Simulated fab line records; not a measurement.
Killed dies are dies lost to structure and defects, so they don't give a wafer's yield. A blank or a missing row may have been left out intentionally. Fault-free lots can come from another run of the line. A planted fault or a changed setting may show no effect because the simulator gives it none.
The tool behind it: which one? + flow sky130 + 24 lots, 72 wafers sampled, at 3 steps of a route of 708

== WHAT THE GAUGES SHOWED, per wafer ==
SKY_VIA3_THK_MEAS_01.
| lot  | measured     | on            | VIA3_HDPCVD_THK (nm) |
|------|--------------|---------------|----------------------|
| L074 | day 38 03:13 | film metro-01 | 1691 1678 1684       |
| L075 | day 38 09:29 | film metro-04 | 1713 1712 1713       |
| L076 | day 38 20:40 | film metro-02 | 1693 1695 1691       |
| L077 | day 39 06:04 | film metro-04 | 1745 1714 1711       |
| L078 | day 40 09:38 | film metro-01 | 1717 1722 1719       |
| L080 | day 40 09:52 | film metro-04 | 1701 1701 1709       |
| L079 | day 40 11:19 | film metro-04 | 1689 1680 1687       |
| L081 | day 40 15:07 | film metro-01 | 1701 1686 1683       |
| L082 | day 40 17:08 | film metro-01 | 1715 1700 1705       |
| L083 | day 41 19:27 | film metro-02 | 1707 1713 1714       |
| L085 | day 41 21:28 | film metro-02 | 1684 1695 1689       |
| L084 | day 41 22:04 | film metro-04 | 1722 1734 1717       |
| L086 | day 42 05:49 | film metro-02 | 1709 1714 1717       |
| L087 | day 42 10:46 | film metro-04 | 1684 1691 1686       |
| L088 | day 42 14:23 | film metro-02 | 1675 1688 1699       |
| L089 | day 42 19:28 | film metro-01 | 1688 1688 1707       |
| L090 | day 42 23:54 | film metro-01 | 1705 1708 1704       |
| L091 | day 43 05:29 | film metro-04 | 1681 1684 1684       |
| L092 | day 43 15:31 | film metro-01 | 1701 1696 1695       |
| L093 | day 43 23:31 | film metro-02 | 1711 1704 1714       |
| L094 | day 44 05:52 | film metro-01 | 1706 1694 1703       |
| L095 | day 44 14:58 | film metro-04 | 1689 1685 1691       |
| L096 | day 44 16:19 | film metro-02 | 1698 1699 1680       |
| L097 | day 44 23:10 | film metro-02 | 1700 1710 1703       |

== WHAT TOOL EACH LOT RAN ON (gives the tool, then ch and the chambers of the sampled wafers, and finally the start) ==
| lot  | SKY_METAL2_SPUTTER_01        | SKY_METAL3_STRIP_19                  |
|------|------------------------------|--------------------------------------|
| L074 | pvd sputter-03, day 33 09:38 | plasma asher-04 ch 0,1, day 38 02:28 |
| L075 | pvd sputter-02, day 33 15:07 | plasma asher-03 ch 0,1, day 38 08:43 |
| L076 | pvd sputter-03, day 34 03:28 | plasma asher-04 ch 0,1, day 38 19:50 |
| L077 | pvd sputter-03, day 34 14:49 | plasma asher-04 ch 0,1, day 39 05:18 |
| L078 | pvd sputter-03, day 35 20:24 | plasma asher-03 ch 0,1, day 40 08:50 |
| L080 | pvd sputter-01, day 35 20:42 | plasma asher-02 ch 0,1, day 40 09:05 |
| L079 | pvd sputter-03, day 35 22:58 | plasma asher-03 ch 0,1, day 40 10:32 |
| L081 | pvd sputter-01, day 36 03:41 | plasma asher-02 ch 0,1, day 40 14:20 |
| L082 | pvd sputter-01, day 36 05:34 | plasma asher-03 ch 0,1, day 40 16:18 |
| L083 | pvd sputter-03, day 37 09:40 | plasma asher-03 ch 0,1, day 41 18:40 |
| L085 | pvd sputter-01, day 37 13:46 | plasma asher-02 ch 0,1, day 41 20:39 |
| L084 | pvd sputter-02, day 37 14:43 | plasma asher-04 ch 0,1, day 41 21:18 |
| L086 | pvd sputter-02, day 37 21:52 | plasma asher-03 ch 0,1, day 42 05:03 |
| L087 | pvd sputter-03, day 38 03:38 | plasma asher-03 ch 0,1, day 42 10:00 |
| L088 | pvd sputter-03, day 38 09:16 | plasma asher-03 ch 0,1, day 42 13:38 |
| L089 | pvd sputter-02, day 38 13:50 | plasma asher-02 ch 0,1, day 42 18:42 |
| L090 | pvd sputter-03, day 38 19:41 | plasma asher-03 ch 0,1, day 42 23:08 |
| L091 | pvd sputter-02, day 39 00:48 | plasma asher-04 ch 0,1, day 43 04:41 |
| L092 | pvd sputter-03, day 39 10:00 | plasma asher-03 ch 0,1, day 43 14:44 |
| L093 | pvd sputter-03, day 39 20:28 | plasma asher-04 ch 0,1, day 43 22:16 |
| L094 | pvd sputter-03, day 40 05:01 | plasma asher-02 ch 0,1, day 44 05:05 |
| L095 | pvd sputter-03, day 40 11:14 | plasma asher-03 ch 0,1, day 44 14:13 |
| L096 | pvd sputter-02, day 40 14:31 | plasma asher-02 ch 0,1, day 44 15:30 |
| L097 | pvd sputter-01, day 40 19:29 | plasma asher-02 ch 0,1, day 44 22:14 |
- SKY_METAL2_SPUTTER_01: material TiN, target thk 20 nm, time 16.7 s.
- SKY_METAL3_STRIP_19: strips in O2/N2.

== WHAT THE TOOLS THEMSELVES READ (means of the sampled wafers that have a number; where no wafer has one, the mark that the record gives instead) ==
SKY_METAL2_SPUTTER_01.
| lot  | tool           | cathode dc power W (W) | throttle valve pct (%) |
|------|----------------|------------------------|------------------------|
| L074 | pvd sputter-03 | 6499.7                 | 31.0                   |
| L075 | pvd sputter-02 | 6501.1                 | 30.3                   |
| L076 | pvd sputter-03 | 6498.7                 | 30.8                   |
| L077 | pvd sputter-03 | 6501.2                 | 30.8                   |
| L078 | pvd sputter-03 | 6499.7                 | 30.1                   |
| L080 | pvd sputter-01 | 6500.0                 | 30.2                   |
| L079 | pvd sputter-03 | 6501.1                 | 29.8                   |
| L081 | pvd sputter-01 | 6500.4                 | 29.1                   |
| L082 | pvd sputter-01 | 6500.0                 | 29.8                   |
| L083 | pvd sputter-03 | 6499.4                 | 30.4                   |
| L085 | pvd sputter-01 | 6499.1                 | 29.8                   |
| L084 | pvd sputter-02 | 6500.2                 | 30.1                   |
| L086 | pvd sputter-02 | 6499.8                 | 30.5                   |
| L087 | pvd sputter-03 | 6499.4                 | 30.7                   |
| L088 | pvd sputter-03 | 6499.7                 | 30.8                   |
| L089 | pvd sputter-02 | 6499.6                 | 29.7                   |
| L090 | pvd sputter-03 | 6501.3                 | 31.3                   |
| L091 | pvd sputter-02 | 6499.3                 | 30.2                   |
| L092 | pvd sputter-03 | 6500.0                 | 30.4                   |
| L093 | pvd sputter-03 | 6499.4                 | 30.7                   |
| L094 | pvd sputter-03 | 6499.0                 | 30.9                   |
| L095 | pvd sputter-03 | 6500.3                 | 30.1                   |
| L096 | pvd sputter-02 | 6500.1                 | 30.1                   |
| L097 | pvd sputter-01 | 6499.2                 | 29.9                   |

SKY_METAL3_STRIP_19.
| lot  | tool            | drypump motor current A (A) | oes product au (a.u.) | strip time to endpoint s (s) |
|------|-----------------|-----------------------------|-----------------------|------------------------------|
| L074 | plasma asher-04 | 5.4                         | 0.505                 | 6.63                         |
| L075 | plasma asher-03 | 6.0                         | 0.505                 | 6.61                         |
| L076 | plasma asher-04 | 5.4                         | 0.505                 | 6.59                         |
| L077 | plasma asher-04 | 5.4                         | 0.507                 | 6.60                         |
| L078 | plasma asher-03 | 5.9                         | 0.507                 | 6.60                         |
| L080 | plasma asher-02 | 6.0                         | 0.513                 | 6.66                         |
| L079 | plasma asher-03 | 6.0                         | 0.507                 | 6.61                         |
| L081 | plasma asher-02 | 5.7                         | 0.506                 | 6.55                         |
| L082 | plasma asher-03 | 6.0                         | 0.505                 | 6.62                         |
| L083 | plasma asher-03 | 6.0                         | 0.507                 | 6.61                         |
| L085 | plasma asher-02 | 6.1                         | 0.506                 | 6.62                         |
| L084 | plasma asher-04 | 5.4                         | 0.501                 | 6.61                         |
| L086 | plasma asher-03 | 6.0                         | 0.502                 | 6.58                         |
| L087 | plasma asher-03 | 6.0                         | 0.511                 | 6.61                         |
| L088 | plasma asher-03 | 5.9                         | 0.506                 | 6.58                         |
| L089 | plasma asher-02 | 5.6                         | 0.508                 | 6.60                         |
| L090 | plasma asher-03 | 5.9                         | 0.510                 | 6.61                         |
| L091 | plasma asher-04 | 5.2                         | 0.508                 | 6.68                         |
| L092 | plasma asher-03 | 6.0                         | 0.501                 | 6.59                         |
| L093 | plasma asher-04 | 5.4                         | 0.504                 | 6.62                         |
| L094 | plasma asher-02 | 5.6                         | 0.505                 | 6.60                         |
| L095 | plasma asher-03 | 5.9                         | 0.510                 | 6.56                         |
| L096 | plasma asher-02 | 6.1                         | 0.511                 | 6.65                         |
| L097 | plasma asher-02 | 6.1                         | 0.504                 | 6.53                         |

== THE ANSWER, worked out from the rows above alone ==
Rule: the usual values come from the lots themselves. Put in order of their means at a reading, lots are off if they are a third of the lots or fewer, leave a main group of 4 or more, and stand apart from it by a gap of 3 or more times the standard deviation of the main group's means; of several such gaps the widest counts. Not used: any main group whose means are identical at the precision the tables above print for the reading. A lot without any number at a reading at which 4 lots or more have one is off too. The other lots that the step has rows for count as sound. The gauges are gone through in route order, then the tools' own readings, and for those a lot's mean is taken as printed above. At the first step where some lot is off, the reading lying furthest off is the one used; lots without a number count as furthest.
Across all readings shown, no lot is off: no conclusion can be drawn from this.

== WHAT HAD BEEN PUT IN BY THE SIMULATOR ==
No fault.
